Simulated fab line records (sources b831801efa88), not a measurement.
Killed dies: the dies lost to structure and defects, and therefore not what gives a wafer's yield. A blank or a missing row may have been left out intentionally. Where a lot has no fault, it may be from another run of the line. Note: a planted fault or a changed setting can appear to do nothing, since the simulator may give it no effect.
fab line records | flow sky130
record lots=11 wafers=33 lastDay=49
route steps=708 shown VIA2@523 METAL3@536 VIA3@593 CAP2M@603 METAL4@633 PAD_OPEN@708
lots that met no fault: from a run of the same line without faults
startH: hours from the record's opening day to when the first of the lot's shown wafers began | waitH: how many hours have passed since the lot's step before this one | " repeats the value in the row above | L1.1+2: several wafers, shown together as one row | - value missing, or start not given | * or withheld: withheld | < > ~ a bound
route shown NAME@n: NAME is a module with steps in the file, n the number in the route of the first one | usual: mean/standard deviation of fault-free wafers | same: alike in all rows | chamber/n: place in a boat | sites: each site's reading | _std_site: standard deviation across them | _edge_site: outer sites' mean less inner sites' | radiusMm: for every site, how far away it sits from the centre of the wafer | mask NAME#n: copy n | behind: tool/chamber where the wafer was last shaped | hold: cause of the lot's hold/its duration in hours/its outcome | device: transistor that didn't switch, given as n, p or np | end of line: tests of these same wafers at the route's end | a step with no rows: only its recipe | killed: dies lost to structure and defects at the first sort, not the wafer's yield | map: per-die view of a wafer (x killed, . not killed, _ where there is no die)
set.NAME: setting as actually run; set.NAME@STEP: the setting as run at that earlier step | model.NAME: the simulator's own value behind a step, which no gauge read
the route's steps for a sample of lots (tables are steps, rows are wafers)
services: the hour from which a tool's chamber was out of use, counted from the record's first day as startH (under 0 if before that day), plus the number of hours and why
## steps
# step SKY_VIA2_STRIP_16
# recipe chemistry=O2/N2 powerW=1400 pressureMtorr=1500 platenTempC=withheld o2FlowSccm=3000 n2FlowSccm=300 overashFraction=0.5
# usual chamberPressureMTorr=1499.9/1.4 drypumpMotorCurrentA=5.5/0.49 oesProductAu=0.398/0.0045 stripTimeToEndpointS=4.03/0.032
# same overashFraction=0.5
# columns lot.wafer tool chamber startH waitH chamberPressureMTorr drypumpMotorCurrentA oesProductAu rfHoursCounterH stripTimeToEndpointS
L302.2 plasmaAsher-03 0 841.85 0.0 1500.9 5.8 0.407 42 4.01
L302.3 " 1 " " 1500.2 4.9 0.405 - 4.04
L302.6 " 0 " " 1501.7 5.8 0.399 - 4.01
L304.1 plasmaAsher-01 1 883.30 0.0 1499.7 5.6 0.395 66 3.98
L304.2 " 0 " " 1498.4 5.3 0.399 66 4.03
L304.4 " 1 " " 1499.4 5.6 0.395 - 4.03
L305.1 plasmaAsher-01 0 960.42 0.0 1501.0 5.3 0.399 74 3.99
L305.2 " 1 " " 1501.0 5.6 0.400 74 4.09
L305.4 " 1 " " 1499.1 5.6 0.399 - 4.07
L306.1 plasmaAsher-04 0 961.50 0.0 1499.9 5.2 0.406 23 4.03
L306.2 " 1 " " 1502.9 6.4 0.402 23 4.00
L306.6 " 0 " " 1501.3 5.2 0.400 - 4.02
L308.1 plasmaAsher-03 0 962.90 0.0 1498.0 5.8 0.397 56 4.02
L308.3 " 0 " " 1502.8 5.8 0.395 - 4.06
L308.4 " 1 " " 1501.2 4.9 0.397 - 4.00
L313.1 plasmaAsher-01 0 966.55 0.0 1501.0 5.3 0.401 75 4.06
L313.3 " 0 " " 1499.2 5.3 0.406 - 4.04
L313.4 " 1 " " 1500.1 5.6 0.400 - 4.07
L314.1 plasmaAsher-04 0 968.80 0.0 1499.5 5.2 0.397 24 4.01
L314.3 " 1 " " 1498.3 6.5 0.397 - 4.03
L314.4 " 0 " " 1497.2 5.2 0.406 - 4.04
L316.1 plasmaAsher-03 1 970.18 0.0 1500.1 5.0 0.398 57 4.01
L316.2 " 0 " " 1500.2 5.7 0.402 57 4.00
L316.5 " 1 " " 1498.3 4.9 0.399 - 4.02
L319.1 plasmaAsher-04 0 972.15 0.0 1501.3 5.2 0.407 24 4.02
L319.3 " 0 " " 1501.0 5.2 0.406 - 4.09
L319.4 " 1 " " 1499.6 6.5 0.393 - 4.01
L321.1 plasmaAsher-01 1 982.27 0.0 1500.1 5.6 0.405 76 4.08
L321.3 " 0 " " 1500.0 5.3 0.403 - 4.05
L321.6 " 1 " " 1500.9 5.7 0.399 - 4.05
L322.1 plasmaAsher-04 1 984.52 0.0 1500.8 6.5 0.401 26 4.13
L322.4 " 0 " " 1498.6 5.2 0.395 - 4.03
L322.5 " 0 " " 1500.3 5.2 0.400 - 4.09
# step SKY_METAL3_SPUTTER_04
# recipe material=TiN targetThkNm=70 powerW=6500 timeS=58.3 chamberPressurePa=0.4
# usual throttleValvePct=30.3/0.93
# same timeS=58.3
# columns lot.wafer tool chamber startH waitH throttleValvePct
L302.2 pvdSputter-03 - 843.23 0.0 31.9
L302.3 " - " " 31.7
L302.6 " - " " 32.2
L304.1 pvdSputter-04 - 884.67 0.0 30.9
L304.2 " - " " 30.1
L304.4 " - " " 29.0
L305.1 pvdSputter-02 - 962.14 0.0 31.1
L305.2 " - " " 29.6
L305.4 " - " " 30.9
L306.1 pvdSputter-03 - 963.66 0.0 31.8
L306.2 " - " " 31.0
L306.6 " - " " 31.3
L308.1 pvdSputter-02 - 964.70 0.0 29.7
L308.3 " - " " 30.9
L308.4 " - " " 30.7
L313.1 pvdSputter-04 - 967.95 0.0 29.9
L313.3 " - " " 29.9
L313.4 " - " " 29.1
L314.1 pvdSputter-04 - 970.21 0.0 29.0
L314.3 " - " " 30.1
L314.4 " - " " 30.1
L316.1 pvdSputter-03 - 971.59 0.0 31.8
L316.2 " - " " 29.9
L316.5 " - " " 31.3
L319.1 pvdSputter-02 - 973.56 0.0 30.8
L319.3 " - " " 29.8
L319.4 " - " " 28.9
L321.1 pvdSputter-04 - 983.64 0.0 30.5
L321.3 " - " " 29.1
L321.6 " - " " 29.1
L322.1 pvdSputter-02 - 986.03 0.0 28.8
L322.4 " - " " 29.9
L322.5 " - " " 28.7
# step SKY_VIA3_SPUTTER_20
# recipe material=TiN targetThkNm=20 chamberPressurePa=5 powerW=4000 timeS=80
# usual throttleValvePct=30.1/1
# same timeS=80
# columns lot.wafer tool chamber startH waitH throttleValvePct
L302.2 pvdSputter-03 - 921.21 0.0 31.8
L302.3 " - " " 29.9
L302.6 " - " " 31.9
L304.1 pvdSputter-03 - 962.85 0.0 31.9
L304.2 " - " " 31.6
L304.4 " - " " 29.8
L305.1 pvdSputter-04 - 1033.71 0.0 30.6
L305.2 " - " " 29.8
L305.4 " - " " 30.2
L306.1 pvdSputter-03 - 1035.51 0.0 29.9
L306.2 " - " " 31.4
L306.6 " - " " 31.5
L308.1 pvdSputter-03 - 1037.03 0.0 31.9
L308.3 " - " " 31.4
L308.4 " - " " 30.0
L313.1 pvdSputter-04 - 1038.64 0.0 30.2
L313.3 " - " " 28.8
L313.4 " - " " 29.9
L314.1 pvdSputter-04 - 1042.50 0.0 30.2
L314.3 " - " " 28.7
L314.4 " - " " 30.2
L316.1 pvdSputter-01 - 1044.10 0.0 30.4
L316.2 " - " " 29.0
L316.5 " - " " 30.8
L319.1 pvdSputter-04 - 1045.64 0.0 28.8
L319.3 " - " " 30.0
L319.4 " - " " 30.7
L321.1 pvdSputter-03 - 1053.59 0.0 31.4
L321.3 " - " " 29.8
L321.6 " - " " 31.7
L322.1 pvdSputter-04 - 1055.34 0.0 30.6
L322.4 " - " " 30.2
L322.5 " - " " 30.1
# step SKY_CAP2M_CVD_00
# recipe material=SiO2 targetThkNm=15.5 tempC=400 timeS=withheld rfW=450
# usual heaterPowerW=758/100
# columns lot.wafer tool chamber startH waitH heaterPowerW
L302.2 pecvd-01 0 922.03 0.0 904
L302.3 " 1 " " 742
L302.6 " 2 " " 781
L304.1 pecvd-03 0 964.15 0.0 656
L304.2 " 2 " " 747
L304.4 " 1 " " 784
L305.1 pecvd-01 0 1034.53 0.0 827
L305.2 " 2 " " 781
L305.4 " 2 " " 774
L306.1 pecvd-03 2 1036.32 0.0 710
L306.2 " 0 " " 679
L306.6 " 2 " " 714
L308.1 pecvd-04 0 1037.89 0.0 707
L308.3 " 2 " " 664
L308.4 " 2 " " 649
L313.1 pecvd-03 0 1039.46 0.0 598
L313.3 " 1 " " 700
L313.4 " 1 " " 668
L314.1 pecvd-01 0 1043.32 0.0 876
L314.3 " 2 " " 832
L314.4 " 1 " " 721
L316.1 pecvd-01 1 1044.92 0.0 753
L316.2 " 0 " " 918
L316.5 " 1 " " 766
L319.1 pecvd-03 1 1046.46 0.0 710
L319.3 " 2 " " 658
L319.4 " 1 " " 712
L321.1 pecvd-04 2 1054.41 0.0 696
L321.3 " 1 " " 985
L321.6 " 0 " " 605
L322.1 pecvd-03 0 1056.16 0.0 693
L322.4 " 1 " " 761
L322.5 " 0 " " 665
# step SKY_CAP2M_THK_MEAS_01
# recipe reads=SiO2_of_CAP2M_CVD_00
# usual CAP2M_CVD_00_THK=15.53/0.26
# columns lot.wafer tool chamber startH waitH CAP2M_CVD_00_THK[nm]
L302.2 filmMetro-04 - 922.06 - 15.39
L302.3 " - " " 15.27
L302.6 " - " " 15.50
L304.1 filmMetro-04 - 964.22 - 15.28
L304.2 " - " " 15.41
L304.4 " - " " 16.01
L305.1 filmMetro-04 - 1034.55 - 15.40
L305.2 " - " " 15.55
L305.4 " - " " 15.67
L306.1 filmMetro-02 - 1036.35 - 15.20
L306.2 " - " " 14.92
L306.6 " - " " 15.42
L308.1 filmMetro-01 - 1037.91 - 15.68
L308.3 " - " " 15.66
L308.4 " - " " 16.13
L313.1 filmMetro-01 - 1039.48 - 15.09
L313.3 " - " " 15.75
L313.4 " - " " 15.72
L314.1 filmMetro-02 - 1043.34 - 28.57
L314.3 " - " " 15.35
L314.4 " - " " 15.40
L316.1 filmMetro-04 - 1044.94 - 15.17
L316.2 " - " " 28.65
L316.5 " - " " 15.77
L319.1 filmMetro-04 - 1046.48 - 15.74
L319.3 " - " " 15.40
L319.4 " - " " 16.08
L321.1 filmMetro-01 - 1054.43 - 15.58
L321.3 " - " " 15.71
L321.6 " - " " 15.69
L322.1 filmMetro-04 - 1056.18 - 15.12
L322.4 " - " " 15.68
L322.5 " - " " 15.36
# step SKY_METAL4_ETCH_17
# recipe target=SiO2 stopOn=TiN chemistry=C4F8/O2/Ar sourceW=1500 biasW=1200 pressureMtorr=40 c4f8FlowSccm=withheld O2_flow_sccm=6 Ar_flow_sccm=300 timeS=3.9 targetDepthA=150
# usual chamberPressureMTorr=40.00/0.036 oesProductAu=0.755/0.0083
# same timeS=3.9
# columns lot.wafer tool chamber startH waitH chamberPressureMTorr oesProductAu
L302.2 rieDiel-02 3 970.79 0.1 39.96 0.762
L302.3 " 0 " " 40.04 0.748
L302.6 " 0 " " 39.96 0.753
L304.1 rieDiel-01 3 1010.28 0.1 39.95 0.740
L304.2 " 2 " " 40.05 0.754
L304.4 " 1 " " 40.05 0.760
L305.1 rieDiel-03 2 1077.79 0.1 40.00 0.746
L305.2 " 1 " " 39.97 0.754
L305.4 " 3 " " 40.02 0.758
L306.1 rieDiel-03 1 1080.02 0.1 40.01 0.751
L306.2 " 0 " " 40.00 0.740
L306.6 " 1 " " 40.00 0.756
L308.1 rieDiel-02 1 1081.02 0.1 40.05 0.764
L308.3 " 2 " " 40.01 0.760
L308.4 " 0 " " 40.04 0.763
L313.1 rieDiel-02 2 1083.39 0.1 40.01 0.748
L313.3 " 0 " " 40.00 0.771
L313.4 " 1 " " 39.97 0.762
L314.1 rieDiel-02 2 1085.87 0.1 39.98 0.995
L314.3 " 0 " " 40.01 0.743
L314.4 " 3 " " 39.95 0.752
L316.1 rieDiel-03 0 1089.09 0.1 40.06 0.755
L316.2 " 1 " " 39.96 1.019
L316.5 " 0 " " 39.97 0.756
L319.1 rieDiel-01 0 1089.68 0.1 40.02 0.759
L319.3 " 1 " " 40.11 0.754
L319.4 " 3 " " 40.01 0.768
L321.1 rieDiel-01 0 1096.53 0.1 39.96 0.760
L321.3 " 1 " " 40.01 0.753
L321.6 " 1 " " 40.03 0.761
L322.1 rieDiel-03 3 1098.38 0.1 39.98 0.745
L322.4 " 1 " " 40.01 0.761
L322.5 " 3 " " 40.00 0.759
# step SKY_PAD_OPEN_PROBE_99
# usual defectLimitedYield=82.8/2 killed_at_M0_to_M3=42/7.3 killed_at_M4_up=3.4/2 killedAtContacts=24/5.8 killedAtFrontEnd=15/4.6 killedAtOther=0.3/0.62 killedDies=84/9.8 killedOnRim=16/3.8 killedOpen=47/6.9 killedShort=38/6.3
# same grossDies=492 killedAtBackSide=0
# columns lot.wafer tool chamber startH waitH defectLimitedYield[%] killed_at_M0_to_M3 killed_at_M4_up killedAtContacts killedAtFrontEnd killedAtOther killedDies killedOnRim killedOpen killedShort
L302.2 prober-02 - 1064.25 0.1 81.3 57 1 24 9 1 92 20 53 39
L302.3 prober-02 - 1064.30 0.2 83.5 43 3 16 18 1 81 17 40 41
L302.6 prober-02 - 1064.45 0.2 84.6 37 3 26 10 0 76 16 41 35
L304.1 prober-01 - 1102.26 0.1 78.7 56 3 29 17 0 105 25 59 46
L304.2 prober-01 - 1102.31 0.1 82.3 46 7 25 9 0 87 17 53 34
L304.4 prober-01 - 1102.41 0.2 85.6 33 1 22 15 0 71 18 34 37
L305.1 prober-02 - 1165.20 0.1 82.3 45 4 24 14 0 87 18 52 35
L305.2 prober-02 - 1165.25 0.1 83.7 44 3 12 21 0 80 17 46 34
L305.4 prober-02 - 1165.35 0.2 85.2 40 0 19 14 0 73 20 42 31
L306.1 prober-02 - 1166.70 0.1 82.7 28 3 37 14 3 85 21 49 36
L306.2 prober-02 - 1166.75 0.1 84.1 38 8 20 12 0 78 13 45 33
L306.6 prober-02 - 1166.95 0.2 85.0 38 2 22 12 0 74 14 46 28
L308.1 prober-02 - 1168.20 0.1 86.4 33 3 21 10 0 67 12 35 32
L308.3 prober-02 - 1168.30 0.2 86.0 29 4 19 17 0 69 17 36 33
L308.4 prober-02 - 1168.35 0.2 83.3 36 2 17 27 0 82 15 40 42
L313.1 prober-01 - 1170.37 0.1 82.3 40 8 25 13 1 87 21 47 40
L313.3 prober-01 - 1170.47 0.2 85.0 34 2 25 13 0 74 19 47 27
L313.4 prober-01 - 1170.52 0.2 84.3 32 2 34 9 0 77 14 49 28
L314.1 prober-02 - 1172.95 0.1 85.2 44 4 17 8 0 73 10 39 34
L314.3 prober-02 - 1173.05 0.2 81.9 41 5 21 22 0 89 16 55 34
L314.4 prober-02 - 1173.10 0.2 80.5 52 2 29 13 0 96 15 52 44
L316.1 prober-02 - 1175.91 0.1 84.8 34 6 25 9 1 75 18 47 27
L316.2 prober-02 - 1175.96 0.1 83.9 36 4 23 16 0 79 12 50 29
L316.5 prober-02 - 1176.11 0.2 83.5 41 5 27 8 0 81 11 41 40
L319.1 prober-01 - 1177.07 0.1 79.5 49 6 35 11 0 101 17 59 42
L319.3 prober-01 - 1177.17 0.2 82.7 50 2 19 14 0 85 12 42 43
L319.4 prober-01 - 1177.22 0.2 80.5 44 2 25 25 0 96 15 59 37
L321.1 prober-01 - 1181.82 0.1 85.8 27 5 28 10 0 70 13 34 36
L321.3 prober-01 - 1181.92 0.2 84.1 43 0 23 12 0 78 14 40 38
L321.6 prober-01 - 1182.07 0.2 81.7 43 4 30 13 0 90 20 56 34
L322.1 prober-02 - 1183.23 0.1 81.7 47 10 21 12 0 90 23 48 42
L322.4 prober-02 - 1183.38 0.2 84.8 43 7 16 9 0 75 13 51 24
L322.5 prober-02 - 1183.43 0.2 81.1 58 7 21 7 0 93 20 51 42
# killed by level:class
L302.2 VIA3:geometricParticle:open=13 METAL1:geometricParticle:short=11 LI_CONTACT:geometricParticle:open=10 VIA1:geometricParticle:open=8 VIA2:geometricParticle:open=8 CONTACT:geometricParticle:short=5 LI_CONTACT:geometricParticle:short=4 METAL2:geometricParticle:short=4
L302.3 VIA1:geometricParticle:open=8 VIA3:geometricParticle:open=8 FIELD_ISO:geometricParticle:short=7 METAL2:geometricParticle:short=7 VIA2:geometricParticle:open=5 SPACER:geometricParticle:open=4 CONTACT:geometricParticle:short=4 VIA3:geometricParticle:short=4
L302.6 CONTACT:geometricParticle:open=10 LI_CONTACT:geometricParticle:open=7 METAL2:geometricParticle:short=7 VIA1:geometricParticle:open=7 VIA2:geometricParticle:open=6 FIELD_ISO:geometricParticle:short=4 VIA3:geometricParticle:open=4 VIA3:geometricParticle:short=4
L304.1 CONTACT:geometricParticle:open=15 METAL1:geometricParticle:short=11 VIA1:geometricParticle:open=11 VIA2:geometricParticle:open=9 LI_CONTACT:geometricParticle:open=7 FIELD_ISO:geometricParticle:short=6 METAL2:geometricParticle:short=6 VIA3:geometricParticle:open=5
L304.2 VIA1:geometricParticle:open=13 CONTACT:geometricParticle:open=12 VIA3:geometricParticle:open=8 LI_CONTACT:geometricParticle:open=7 METAL4:geometricParticle:short=6 METAL1:geometricParticle:short=5 METAL3:geometricParticle:short=5 VIA2:geometricParticle:open=4
L304.4 CONTACT:geometricParticle:open=10 METAL1:geometricParticle:short=8 FIELD_ISO:geometricParticle:short=6 VIA1:geometricParticle:open=6 POLY_GATE:geometricParticle:short=4 LI_CONTACT:geometricParticle:open=4 VIA3:geometricParticle:open=4 LOCAL_INTERCONNECT:geometricParticle:short=3
L305.1 VIA1:geometricParticle:open=10 CONTACT:geometricParticle:open=8 METAL1:geometricParticle:short=8 VIA3:geometricParticle:open=7 LI_CONTACT:geometricParticle:open=6 VIA2:geometricParticle:open=6 FIELD_ISO:geometricParticle:open=5 VIA1:geometricParticle:short=5
L305.2 VIA1:geometricParticle:open=14 FIELD_ISO:geometricParticle:short=7 METAL3:geometricParticle:short=7 CONTACT:geometricParticle:open=6 VIA2:geometricParticle:open=6 VIA3:geometricParticle:open=5 POLY_GATE:geometricParticle:open=4 FIELD_ISO:geometricParticle:open=3
L305.4 CONTACT:geometricParticle:open=10 VIA3:geometricParticle:open=9 VIA3:geometricParticle:short=8 VIA1:geometricParticle:open=8 POLY_GATE:geometricParticle:open=5 VIA2:geometricParticle:open=5 METAL1:geometricParticle:short=4 CONTACT:geometricParticle:short=4
L306.1 LI_CONTACT:geometricParticle:open=13 CONTACT:geometricParticle:open=8 LOCAL_INTERCONNECT:geometricParticle:short=6 CONTACT:geometricParticle:short=6 VIA1:geometricParticle:open=6 POLY_GATE:geometricParticle:short=5 VIA3:geometricParticle:open=5 FIELD_ISO:geometricParticle:open=4
L306.2 VIA2:geometricParticle:open=10 VIA1:geometricParticle:open=9 METAL4:geometricParticle:short=8 LI_CONTACT:geometricParticle:open=6 CONTACT:geometricParticle:open=6 VIA3:geometricParticle:open=4 FIELD_ISO:geometricParticle:open=3 FIELD_ISO:geometricParticle:short=3
L306.6 CONTACT:geometricParticle:open=10 VIA3:geometricParticle:open=8 VIA1:geometricParticle:open=7 VIA2:geometricParticle:open=6 LI_CONTACT:geometricParticle:open=5 POLY_GATE:geometricParticle:short=4 METAL1:geometricParticle:short=4 VIA2:geometricParticle:short=4
L308.1 METAL2:geometricParticle:short=7 CONTACT:geometricParticle:open=6 VIA1:geometricParticle:open=6 LI_CONTACT:geometricParticle:open=5 VIA2:geometricParticle:open=4 METAL3:geometricParticle:short=4 VIA3:geometricParticle:open=4 FIELD_ISO:geometricParticle:short=3
L308.3 VIA1:geometricParticle:open=8 POLY_GATE:geometricParticle:short=6 CONTACT:geometricParticle:open=6 LOCAL_INTERCONNECT:geometricParticle:short=5 POLY_GATE:geometricParticle:open=4 VIA2:geometricParticle:open=4 LI_CONTACT:geometricParticle:open=3 VIA3:geometricParticle:open=3
L308.4 POLY_GATE:geometricParticle:short=9 METAL1:geometricParticle:short=9 CONTACT:geometricParticle:open=8 VIA3:geometricParticle:open=8 VIA2:geometricParticle:open=5 FIELD_ISO:geometricParticle:short=4 FIELD_ISO:geometricParticle:open=4 POLY_GATE:geometricParticle:open=4
L313.1 VIA1:geometricParticle:open=11 LOCAL_INTERCONNECT:geometricParticle:short=7 CONTACT:geometricParticle:open=7 CONTACT:geometricParticle:short=6 FIELD_ISO:geometricParticle:open=4 POLY_GATE:geometricParticle:open=4 VIA1:geometricParticle:short=4 VIA2:geometricParticle:open=4
L313.3 VIA2:geometricParticle:open=11 CONTACT:geometricParticle:open=9 VIA1:geometricParticle:open=7 CONTACT:geometricParticle:short=6 LI_CONTACT:geometricParticle:open=5 POLY_GATE:geometricParticle:open=4 VIA3:geometricParticle:open=4 FIELD_ISO:geometricParticle:open=3
L313.4 LI_CONTACT:geometricParticle:open=14 VIA1:geometricParticle:open=14 CONTACT:geometricParticle:short=7 CONTACT:geometricParticle:open=5 METAL3:geometricParticle:short=4 SPACER:geometricParticle:short=3 LI_CONTACT:geometricParticle:short=3 LOCAL_INTERCONNECT:geometricParticle:open=3
L314.1 VIA1:geometricParticle:open=8 CONTACT:geometricParticle:open=7 METAL2:geometricParticle:short=5 VIA2:geometricParticle:open=5 VIA3:geometricParticle:open=5 LI_CONTACT:geometricParticle:open=4 VIA1:geometricParticle:short=4 VIA2:geometricParticle:short=4
L314.3 VIA1:geometricParticle:open=11 CONTACT:geometricParticle:open=10 FIELD_ISO:geometricParticle:open=8 POLY_GATE:geometricParticle:open=5 METAL2:geometricParticle:short=5 VIA2:geometricParticle:open=5 VIA3:geometricParticle:open=5 FIELD_ISO:geometricParticle:short=4
L314.4 CONTACT:geometricParticle:open=10 VIA3:geometricParticle:open=9 LI_CONTACT:geometricParticle:open=8 VIA1:geometricParticle:open=7 VIA2:geometricParticle:open=7 METAL1:geometricParticle:short=7 VIA1:geometricParticle:short=6 METAL2:geometricParticle:short=6
L316.1 CONTACT:geometricParticle:open=10 LI_CONTACT:geometricParticle:open=8 VIA1:geometricParticle:open=7 VIA3:geometricParticle:open=7 VIA2:geometricParticle:open=6 LOCAL_INTERCONNECT:geometricParticle:short=5 METAL4:geometricParticle:short=5 POLY_GATE:geometricParticle:open=3
L316.2 VIA1:geometricParticle:open=11 CONTACT:geometricParticle:open=9 VIA2:geometricParticle:open=8 FIELD_ISO:geometricParticle:open=6 METAL2:geometricParticle:short=6 LI_CONTACT:geometricParticle:open=5 VIA1:geometricParticle:short=5 POLY_GATE:geometricParticle:open=4
L316.5 CONTACT:geometricParticle:open=11 VIA3:geometricParticle:open=11 LOCAL_INTERCONNECT:geometricParticle:short=8 CONTACT:geometricParticle:short=6 VIA1:geometricParticle:open=6 VIA2:geometricParticle:open=6 FIELD_ISO:geometricParticle:short=4 METAL1:geometricParticle:short=4
L319.1 LI_CONTACT:geometricParticle:open=13 VIA1:geometricParticle:open=13 CONTACT:geometricParticle:open=8 CONTACT:geometricParticle:short=6 VIA2:geometricParticle:open=6 VIA3:geometricParticle:open=6 VIA3:geometricParticle:short=5 LOCAL_INTERCONNECT:geometricParticle:short=4
L319.3 VIA1:geometricParticle:open=12 VIA1:geometricParticle:short=9 VIA3:geometricParticle:open=7 LI_CONTACT:geometricParticle:open=5 VIA2:geometricParticle:open=5 METAL3:geometricParticle:short=5 CONTACT:geometricParticle:short=4 CONTACT:geometricParticle:open=4
L319.4 CONTACT:geometricParticle:open=12 VIA1:geometricParticle:open=11 VIA3:geometricParticle:open=9 FIELD_ISO:geometricParticle:open=8 VIA2:geometricParticle:open=6 FIELD_ISO:geometricParticle:short=6 METAL2:geometricParticle:short=6 POLY_GATE:geometricParticle:open=5
L321.1 LI_CONTACT:geometricParticle:open=13 METAL1:geometricParticle:short=8 CONTACT:geometricParticle:open=6 CONTACT:geometricParticle:short=4 VIA2:geometricParticle:open=4 METAL4:geometricParticle:short=4 POLY_GATE:geometricParticle:short=3 LI_CONTACT:geometricParticle:short=3
L321.3 METAL1:geometricParticle:short=10 VIA1:geometricParticle:short=8 LI_CONTACT:geometricParticle:open=8 VIA3:geometricParticle:open=8 VIA1:geometricParticle:open=6 CONTACT:geometricParticle:open=6 CONTACT:geometricParticle:short=5 POLY_GATE:geometricParticle:open=4
L321.6 VIA1:geometricParticle:open=13 LI_CONTACT:geometricParticle:open=11 CONTACT:geometricParticle:open=11 METAL2:geometricParticle:short=8 VIA3:geometricParticle:open=6 VIA2:geometricParticle:open=5 FIELD_ISO:geometricParticle:short=4 LOCAL_INTERCONNECT:geometricParticle:short=4
L322.1 VIA1:geometricParticle:open=13 VIA3:geometricParticle:open=9 METAL4:geometricParticle:short=8 LI_CONTACT:geometricParticle:open=6 METAL2:geometricParticle:short=5 CONTACT:geometricParticle:open=5 METAL1:geometricParticle:short=5 VIA2:geometricParticle:open=5
L322.4 VIA1:geometricParticle:open=13 VIA2:geometricParticle:open=10 VIA3:geometricParticle:open=7 LI_CONTACT:geometricParticle:open=5 CONTACT:geometricParticle:open=5 FIELD_ISO:geometricParticle:open=4 CONTACT:geometricParticle:short=4 METAL2:geometricParticle:short=4
L322.5 VIA1:geometricParticle:short=10 VIA3:geometricParticle:open=9 VIA1:geometricParticle:open=7 VIA2:geometricParticle:open=7 LI_CONTACT:geometricParticle:open=6 METAL1:geometricParticle:short=6 CONTACT:geometricParticle:open=6 METAL2:geometricParticle:short=6
## services
# columns tool chamber startH hours kind
plasmaAsher-01 - 820.06 63.2 repair
pvdSputter-02 - 829.06 0.9 repair
rieDiel-03 2 832.68 2.2 repair
pvdSputter-03 - 846.38 2.2 repair
pecvd-03 - 851.43 4.3 pm
pecvd-01 - 882.05 0.6 repair
rieDiel-02 - 882.13 1.2 repair
pecvd-01 1 901.87 7.3 repair
pecvd-01 - 924.08 1.2 repair
plasmaAsher-04 - 925.19 4.8 repair
rieDiel-03 - 934.25 4.3 pm
pvdSputter-03 - 946.46 7.9 repair
plasmaAsher-01 - 946.84 2.0 repair
rieDiel-02 0 948.48 2.5 repair
plasmaAsher-01 - 978.56 2.8 pm
pvdSputter-02 - 982.26 3.6 repair
rieDiel-03 2 988.33 1.7 repair
pvdSputter-03 - 995.95 31.0 repair
rieDiel-03 0 997.76 4.1 repair
pecvd-01 2 1002.67 5.6 repair
pecvd-03 0 1004.08 19.4 repair
pvdSputter-04 - 1020.20 3.7 repair
rieDiel-02 0 1034.32 12.5 repair
pecvd-03 - 1058.54 23.0 repair
## key
firstSign step=SKY_CAP2M_THK_MEAS_01 reading=CAP2M_CVD_00_THK direction=up sigmas=50 usual=15.53 struck=28.61
effect step=SKY_METAL4_ETCH_17 reading=oesProductAu direction=up sigmas=30 usual=0.755 struck=1.007
metAt SKY_CAP2M_CVD_00
struckLots L314,L316
struckWafers L314.1,L316.2
notActingAt SKY_VIA2_STRIP_16,SKY_METAL3_SPUTTER_04,SKY_VIA3_SPUTTER_20
onsetBetween 1034.53 1043.32
fault kind=processParameterDrift tool=pecvd-01 chamber=0 onsetH=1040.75 steps=SKY_CAP2M_CVD_00 channel=targetThkNm offset=13.245 shape=step endH=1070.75 actsIn=theseRecipesOnly stated=15.5
